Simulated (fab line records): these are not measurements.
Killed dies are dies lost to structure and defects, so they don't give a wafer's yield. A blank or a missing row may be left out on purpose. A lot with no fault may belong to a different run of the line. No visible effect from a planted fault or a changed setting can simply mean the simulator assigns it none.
fab line records | flow sky130
[record] lots = 15 wafers = 45 last-day = 50
route steps=708 shown VT_ADJUST_HVTP@91 VT_ADJUST_NCORE@130 SONOS_ONO@181 GATE_OXIDE@201
lots with no fault: from the same line, run without faults
start-h: hours from the record's first day to the start of the lot's first wafer shown | wait-h: hours since the lot's step before | " same as the row above | L1.1+2: a single row standing in for several wafers | - no value, or no start was given | * or withheld: withheld | < > ~ a bound
route shown NAME@n: a module of which the file shows steps, and the number in the route of the first | usual: mean/standard deviation taken from wafers without a fault | same: alike in all rows | chamber/n: place in a boat | sites: each site's reading | _std_site: standard deviation of those values | _edge_site: the outer-site mean with the inner-site mean subtracted | radius-mm: how far each site lies from the wafer's centre | mask NAME#n: copy n | behind: the tool/chamber that last shaped the wafer | hold: why the lot was held/for how many hours/how that ended | device: the n, p or np transistor that did not switch | end of line: tests of these same wafers at the route's end | where a step has no rows: the recipe by itself | killed: count of dies lost to structure and defects at first sort (not the wafer's yield) | map: the dies of a wafer, with x for killed, . for not killed, _ for no die there
set.NAME: the setting as run; set.NAME@STEP: as run at that earlier step | model.NAME: the simulator's own value behind a step, which no gauge read
steps of the route over a sample of lots; a table a step, a row a wafer
[[steps]]
[step SKY_VT_ADJUST_HVTP_DEVELOP_06]
[recipe] resist = NOVOLAK developer = TMAH develop-time-s = 60 dev-temp-c = 23
[usual] chill-plate-temp-C = 22.98/0.11 develop-time-s = 60/0
// columns lot.wafer tool chamber start-h wait-h chill-plate-temp-C develop-time-s
L961.1 litho-track-02 0 139.22 0.1 22.98 60
L961.3 " 0 " " 22.94 60
L961.5 " 0 " " 23.00 60
L963.1 litho-track-04 0 156.47 0.1 23.08 60
L963.4 " 0 " " 23.11 60
L963.6 " 0 " " 23.20 60
L964.2 litho-track-03 0 157.65 0.1 22.95 60
L964.3 " 0 " " 22.96 60
L964.4 " 0 " " 23.07 60
L965.2 litho-track-02 0 164.59 0.1 23.07 60
L965.3 " 0 " " 23.03 60
L965.5 " 0 " " 23.06 60
L968.2 litho-track-02 0 171.69 0.1 23.03 60
L968.3 " 0 " " 22.90 60
L968.4 " 0 " " 23.04 60
L966.3 litho-track-04 - 172.62 0.1 - -
L966.5 " - " " - -
L966.6 " - " " - -
L969.3 litho-track-02 - 179.17 0.1 - -
L969.4 " - " " - -
L969.6 " - " " - -
L970.1 litho-track-02 - 187.77 0.1 - -
L970.2 " - " " - -
L970.5 " - " " - -
L977.3 litho-track-03 0 228.48 0.1 23.06 60
L977.5 " 0 " " 23.00 60
L977.6 " 0 " " 23.00 60
L978.2 litho-track-03 0 235.30 0.1 22.83 60
L978.3 " 0 " " 22.97 60
L978.6 " 0 " " 22.94 60
L979.2 litho-track-02 0 242.99 0.1 22.81 60
L979.4 " 0 " " 22.97 60
L979.6 " 0 " " 23.10 60
L980.2 litho-track-02 0 255.04 0.1 22.95 60
L980.3 " 0 " " 22.93 60
L980.4 " 0 " " 22.75 60
L981.2 litho-track-02 0 265.44 0.1 22.69 60
L981.4 " 0 " " 22.92 60
L981.5 " 0 " " 22.91 60
L982.1 litho-track-03 0 267.53 0.1 22.87 60
L982.5 " 0 " " 23.06 60
L982.6 " 0 " " 22.89 60
L983.2 litho-track-02 0 268.74 0.1 22.83 60
L983.5 " 0 " " 22.82 60
L983.6 " 0 " " 23.02 60
[step SKY_VT_ADJUST_NCORE_TW_MEAS_11]
[usual] VT_ADJUST_NCORE_TW = 220.1/1.6
// columns lot.wafer tool chamber start-h wait-h VT_ADJUST_NCORE_TW
L961.1 film-metro-04 - 199.04 0.1 217.6
L961.3 " - " " 218.8
L961.5 " - " " 218.5
L963.1 film-metro-03 - 220.08 0.1 220.7
L963.4 " - " " 221.0
L963.6 " - " " 221.0
L964.2 film-metro-02 - 222.73 0.1 221.3
L964.3 " - " " 220.2
L964.4 " - " " 220.5
L965.2 film-metro-03 - 230.73 0.1 221.9
L965.3 " - " " 221.4
L965.5 " - " " 221.4
L968.2 film-metro-04 - 237.44 0.1 218.0
L968.3 " - " " 218.6
L968.4 " - " " 218.0
L966.3 film-metro-03 - 239.30 0.1 221.9
L966.5 " - " " 222.3
L966.6 " - " " 221.7
L969.3 film-metro-03 - 245.74 0.1 221.6
L969.4 " - " " 222.0
L969.6 " - " " 221.1
L970.1 film-metro-04 - 255.27 0.1 218.6
L970.2 " - " " 217.6
L970.5 " - " " 218.3
L977.3 film-metro-02 - 302.24 0.1 221.6
L977.5 " - " " 221.8
L977.6 " - " " 221.6
L978.2 film-metro-02 - 308.33 0.1 222.1
L978.3 " - " " 221.3
L978.6 " - " " 221.5
L979.2 film-metro-04 - 318.10 0.1 217.5
L979.4 " - " " 217.2
L979.6 " - " " 217.5
L980.2 film-metro-03 - 332.38 0.1 220.9
L980.3 " - " " 221.5
L980.4 " - " " 220.4
L981.2 film-metro-03 - 343.53 0.1 221.0
L981.4 " - " " 222.8
L981.5 " - " " 221.9
L982.1 film-metro-02 - 346.08 0.1 221.0
L982.5 " - " " 221.6
L982.6 " - " " 221.0
L983.2 film-metro-02 - 347.88 0.1 221.7
L983.5 " - " " 221.4
L983.6 " - " " 220.0
[step SKY_SONOS_ONO_CD_MEAS_13]
[recipe] target-cd-nm = 410
[usual] cd-nm = 409.0/2.5
// columns lot.wafer tool chamber start-h wait-h cd-nm
L961.1 cd-sem-01 - 298.07 0.1 413.7
L961.3 " - " " 413.3
L961.5 " - " " 414.2
L963.1 cd-sem-02 - 322.38 0.1 405.2
L963.4 " - " " 403.6
L963.6 " - " " 404.7
L964.2 cd-sem-02 - 334.15 0.1 411.1
L964.3 " - " " 410.6
L964.4 " - " " 413.1
L965.2 cd-sem-02 - 335.51 0.2 409.1
L965.3 " - " " 411.0
L965.5 " - " " 407.4
L968.2 cd-sem-02 - 340.70 0.1 407.5
L968.3 " - " " 407.6
L968.4 " - " " 407.7
L966.3 cd-sem-01 - 346.02 0.1 409.2
L966.5 " - " " 412.6
L966.6 " - " " 411.1
L969.3 cd-sem-02 - 353.11 0.1 409.8
L969.4 " - " " 410.4
L969.6 " - " " 412.2
L970.1 cd-sem-02 - 364.93 0.1 408.5
L970.2 " - " " 408.9
L970.5 " - " " 408.8
L977.3 cd-sem-02 - 417.87 0.1 412.9
L977.5 " - " " 411.7
L977.6 " - " " 410.1
L978.2 cd-sem-02 - 427.90 0.1 408.8
L978.3 " - " " 409.3
L978.6 " - " " 409.9
L979.2 cd-sem-02 - 436.87 0.2 407.4
L979.4 " - " " 408.1
L979.6 " - " " 409.2
L980.2 cd-sem-02 - 455.14 0.1 406.6
L980.3 " - " " 407.9
L980.4 " - " " 408.0
L981.2 cd-sem-02 - 464.25 0.1 406.8
L981.4 " - " " 406.3
L981.5 " - " " 405.5
L982.1 cd-sem-02 - 469.28 0.1 409.8
L982.5 " - " " 409.6
L982.6 " - " " 410.1
L983.2 cd-sem-02 - 471.74 0.1 409.0
L983.5 " - " " 408.1
L983.6 " - " " 408.0
[step SKY_GATE_OXIDE_TW_MEAS_14]
[usual] GATE_OXIDE_TW = 225.1/1.5
// columns lot.wafer tool chamber start-h wait-h GATE_OXIDE_TW
L961.1 film-metro-02 - 326.72 0.1 226.2
L961.3 " - " " 226.4
L961.5 " - " " 225.9
L963.1 film-metro-01 - 352.66 0.1 223.1
L963.4 " - " " 222.9
L963.6 " - " " 224.0
L964.2 film-metro-03 - 363.32 0.1 226.1
L964.3 " - " " 226.9
L964.4 " - " " 226.0
L965.2 film-metro-02 - 367.37 0.1 226.2
L965.3 " - " " 226.2
L965.5 " - " " 225.7
L968.2 film-metro-02 - 375.17 0.1 226.5
L968.3 " - " " 227.1
L968.4 " - " " 225.4
L966.3 film-metro-03 - 379.05 0.1 226.2
L966.5 " - " " 226.6
L966.6 " - " " 226.0
L969.3 film-metro-01 - 385.94 0.1 224.0
L969.4 " - " " 223.7
L969.6 " - " " 223.6
L970.1 film-metro-02 - 397.03 0.1 226.7
L970.2 " - " " 226.8
L970.5 " - " " 226.8
L977.3 film-metro-02 - 450.39 0.1 225.5
L977.5 " - " " 226.7
L977.6 " - " " 226.1
L978.2 film-metro-01 - 461.07 0.1 224.1
L978.3 " - " " 223.7
L978.6 " - " " 222.9
L979.2 film-metro-01 - 470.27 0.1 224.7
L979.4 " - " " 225.4
L979.6 " - " " 223.1
L980.2 film-metro-02 - 487.68 0.1 223.7
L980.3 " - " " 225.6
L980.4 " - " " 224.6
L981.2 film-metro-03 - 497.57 0.1 227.3
L981.4 " - " " 226.7
L981.5 " - " " 226.8
L982.1 film-metro-01 - 502.21 0.1 223.2
L982.5 " - " " 223.2
L982.6 " - " " 224.5
L983.2 film-metro-01 - 504.77 0.1 223.8
L983.5 " - " " 224.5
L983.6 " - " " 223.2
[[key]]
[first-sign] step = SKY_VT_ADJUST_HVTP_DEVELOP_06 reading = tool-record direction = missing
effect none on later readings
met-at SKY_VT_ADJUST_HVTP_DEVELOP_06
struck-lots L966,L969,L970
sort-left-out L966.3,L966.5,L966.6,L969.3,L969.4,L969.6,L970.1,L970.2,L970.5
tester-left-out L966,L969,L970
not-acting-at SKY_VT_ADJUST_NCORE_TW_MEAS_11,SKY_SONOS_ONO_CD_MEAS_13,SKY_GATE_OXIDE_TW_MEAS_14
onset-between 171.69 172.62
[fault] kind = skipped-step-whole tool = litho-track-02,litho-track-04 chamber = - onset-h = 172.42 steps = SKY_VT_ADJUST_HVTP_DEVELOP_06 scope = struck-lots-only
// tester-left-out: of these lots the tester's yield and bins aren't shown, on N5 and GAA mostly nor the transistor test; their killed dies are dies lost to structure and defects alone, not to doping, threshold or leakage, so they don't give the yield
// sort-left-out: the simulated sort isn't trusted on such a fault, so these wafers' sort isn't shown, and their yield isn't known
